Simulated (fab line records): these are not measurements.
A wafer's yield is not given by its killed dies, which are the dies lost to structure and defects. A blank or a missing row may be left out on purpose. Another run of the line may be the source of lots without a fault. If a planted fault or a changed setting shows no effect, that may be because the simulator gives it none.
What tool caused it? ; flow sky130 ; 24 lots, 72 wafers sampled, at 4 steps of a route of 708

WHAT THE GAUGES READ, wafer by wafer
SKY_FIELD_ISO_BOW_MEAS_00.
lot;measured;on;INCOMING_BOW (um)
L074;day 1 10:01;film metro-03;-2 11 4
L075;day 1 15:00;film metro-02;-7 9 11
L076;day 1 20:00;film metro-01;8 -18 -5
L077;day 2 01:00;film metro-01;4 -9 3
L078;day 2 06:01;film metro-02;-8 2 -15
L079;day 2 11:02;film metro-01;1 -4 1
L080;day 2 16:00;film metro-01;3 2 -4
L081;day 2 21:01;film metro-02;-4 1 11
L082;day 3 02:02;film metro-02;7 -3 -3
L083;day 3 07:00;film metro-01;7 0 -6
L084;day 3 12:00;film metro-01;-5 1 -8
L085;day 3 17:00;film metro-02;0 1 1
L086;day 3 22:02;film metro-03;7 4 -2
L087;day 4 03:02;film metro-03;2 -9 2
L088;day 4 08:02;film metro-03;4 -9 -9
L089;day 4 13:00;film metro-02;-3 2 -1
L090;day 4 18:02;film metro-03;-5 8 -15
L091;day 4 23:00;film metro-01;7 -14 -1
L092;day 5 04:01;film metro-03;-7 -15 7
L093;day 5 09:04;film metro-03;0 -5 -2
L094;day 5 14:00;film metro-01;1 -7 5
L095;day 5 19:01;film metro-01;4 -1 -3
L096;day 6 00:00;film metro-02;0 -10 4
L097;day 6 05:00;film metro-03;-5 -1 -4

SKY_FIELD_ISO_THK_MEAS_02.
lot;measured;on;FIELD_ISO_OXIDATION_00_THK (nm)
L074;day 1 12:41;film metro-02;11.93 11.90 11.86
L075;day 1 21:20;film metro-03;11.59 11.89 11.85
L076;day 2 01:09;film metro-02;11.87 11.84 11.68
L077;day 2 04:27;film metro-02;11.78 11.83 11.71
L078;day 2 09:39;film metro-03;12.28 12.57 12.36
L079;day 2 14:04;film metro-03;12.64 12.71 12.42
L080;day 2 17:38;film metro-01;11.80 12.11 12.02
L081;day 2 23:15;film metro-02;12.08 12.21 11.92
L082;day 3 06:06;film metro-01;12.23 12.01 12.02
L083;day 3 10:10;film metro-01;11.74 11.96 12.03
L084;day 3 15:39;film metro-02;12.14 12.13 12.14
L085;day 3 20:13;film metro-02;12.23 12.11 12.22
L086;day 4 00:17;film metro-02;12.10 12.05 12.01
L087;day 4 04:52;film metro-02;11.82 11.70 11.80
L088;day 4 09:39;film metro-02;12.40 12.35 12.19
L089;day 4 15:28;film metro-03;12.23 12.19 12.45
L090;day 4 20:27;film metro-02;11.91 12.02 12.02
L091;day 5 01:28;film metro-02;12.11 12.13 12.13
L092;day 5 05:38;film metro-01;11.62 11.80 11.58
L093;day 5 11:09;film metro-03;12.26 11.98 12.25
L094;day 5 16:33;film metro-03;12.16 12.28 12.38
L095;day 5 20:38;film metro-02;12.18 11.97 12.15
L096;day 6 02:25;film metro-01;12.26 12.50 12.33
L097;day 6 08:23;film metro-03;11.85 11.96 12.02

SKY_NWELL_RS_MEAS_31: measures by four-point-probe.
lot;measured;on;PWDE_RS (ohm/sq)
L074;day 5 09:00;film metro-04;5280 5272 5273
L075;day 5 18:08;film metro-03;5244 5235 5255
L076;day 6 02:47;film metro-04;5286 5304 5287
L077;day 6 08:41;film metro-01;5303 5298 5325
L078;day 6 12:18;film metro-04;5285 5307 5289
L079;day 6 20:02;film metro-04;5296 5272 5289
L080;day 6 22:47;film metro-01;5276 5298 5283
L081;day 7 05:30;film metro-03;5263 5278 5273
L082;day 7 11:40;film metro-03;5277 5301 5298
L083;day 7 18:02;film metro-01;5244 5247 5259
L084;day 8 00:50;film metro-04;5279 5274 5273
L085;day 8 08:50;film metro-01;5284 5274 5313
L086;day 8 13:53;film metro-01;5268 5277 5293
L087;day 8 19:10;film metro-01;5269 5260 5278
L088;day 8 21:43;film metro-04;5268 5276 5286
L089;day 9 04:26;film metro-04;5299 5280 5276
L090;day 9 10:12;film metro-04;5277 5267 5258
L091;day 9 19:38;film metro-04;5278 5283 5289
L092;day 9 19:57;film metro-03;5275 5272 5275
L093;day 10 04:44;film metro-03;5258 5260 5267
L094;day 10 12:53;film metro-01;5268 5272 5288
L095;day 10 18:21;film metro-04;5251 5274 5276
L096;day 10 22:38;film metro-03;5270 5262 5288
L097;day 11 04:44;film metro-01;5244 5260 5256

TOOL THAT RAN EACH LOT (tool first, then ch and the chambers of the sampled wafers, then the start)
lot;SKY_FIELD_ISO_ETCH_14
L074;rie diel-01 ch 0,3, day 2 04:53
L075;rie diel-03 ch 0,2,3, day 2 13:59
L076;rie diel-03 ch 0,2, day 2 18:37
L077;rie diel-04 ch 2,3, day 2 21:34
L078;rie diel-01 ch 0,2,3, day 3 03:04
L079;rie diel-03 ch 0,1,2, day 3 08:16
L080;rie diel-01 ch 0,2, day 3 11:04
L081;rie diel-01 ch 2,3, day 3 16:59
L082;rie diel-04 ch 0,1,2, day 4 01:49
L083;rie diel-03 ch 0,1,3, day 4 04:46
L084;rie diel-03 ch 1,2,3, day 4 10:26
L085;rie diel-04 ch 1,2,3, day 4 18:35
L086;rie diel-04 ch 2,3, day 4 22:13
L087;rie diel-01 ch 0,2,3, day 5 00:37
L088;rie diel-03 ch 0,1,2, day 5 05:08
L089;rie diel-03 ch 0,1, day 5 10:32
L090;rie diel-04 ch 0,1,2, day 5 17:32
L091;rie diel-04 ch 0,1,3, day 6 00:17
L092;rie diel-03 ch 1,2,3, day 6 02:19
L093;rie diel-04 ch 0,1,2, day 6 09:04
L094;rie diel-03 ch 0,3, day 6 13:53
L095;rie diel-03 ch 0,1,3, day 6 18:10
L096;rie diel-01 ch 1,2,3, day 7 00:40
L097;rie diel-01 ch 1,3, day 7 06:01
- SKY_FIELD_ISO_ETCH_14: etches BARC in N2/H2, stops on SiO2, time 45.9 s, target depth 60 nm.

AS READ BY THE TOOLS THEMSELVES (means over the sampled wafers that have a number; for cases with no such wafer, the mark the record gives instead)
SKY_FIELD_ISO_ETCH_14.
lot;tool;drypump motor current A (A);oes product au (a.u.);throttle valve pct (%)
L074;rie diel-01;5.4;0.859;13.221
L075;rie diel-03;6.0;0.852;13.223
L076;rie diel-03;5.7;0.861;13.217
L077;rie diel-04;6.0;0.853;13.221
L078;rie diel-01;5.4;0.848;13.221
L079;rie diel-03;5.9;0.855;13.223
L080;rie diel-01;5.5;0.859;13.226
L081;rie diel-01;5.4;0.855;13.224
L082;rie diel-04;6.2;0.858;13.222
L083;rie diel-03;6.2;0.865;13.226
L084;rie diel-03;6.1;0.854;13.224
L085;rie diel-04;6.1;0.852;13.214
L086;rie diel-04;6.0;0.857;13.225
L087;rie diel-01;5.4;0.854;13.221
L088;rie diel-03;5.9;0.858;13.226
L089;rie diel-03;6.0;0.858;13.225
L090;rie diel-04;6.1;0.856;13.221
L091;rie diel-04;6.1;0.852;13.228
L092;rie diel-03;6.1;0.849;13.222
L093;rie diel-04;6.1;0.860;13.228
L094;rie diel-03;6.1;0.855;13.222
L095;rie diel-03;6.2;0.853;13.207
L096;rie diel-01;5.6;0.852;13.226
L097;rie diel-01;5.6;0.852;13.235

THE ANSWER, worked out from the rows above alone
Rule: usual is defined by the lots themselves. The widest of any qualifying gaps counts: lots, ordered by their means at a reading, are off when they make up no more than a third of the lots, leave a main group of 4 or more, and stand apart from it by 3 or more times the standard deviation of that group's means. Not used: any main group whose means are identical at the precision the tables above print for the reading. A lot without any number at a reading at which 4 lots or more have one is off too. Where the step has rows for the other lots, those lots are counted as sound. First the gauges in route order, then the tools' own readings, where a lot's mean is used as printed above. At the first step where some lot is off, the reading lying furthest off is the one used; lots without a number count as furthest.
No lot is off on any of the readings shown, so nothing can be concluded from this.

WHAT THE SIMULATOR HAD INSERTED
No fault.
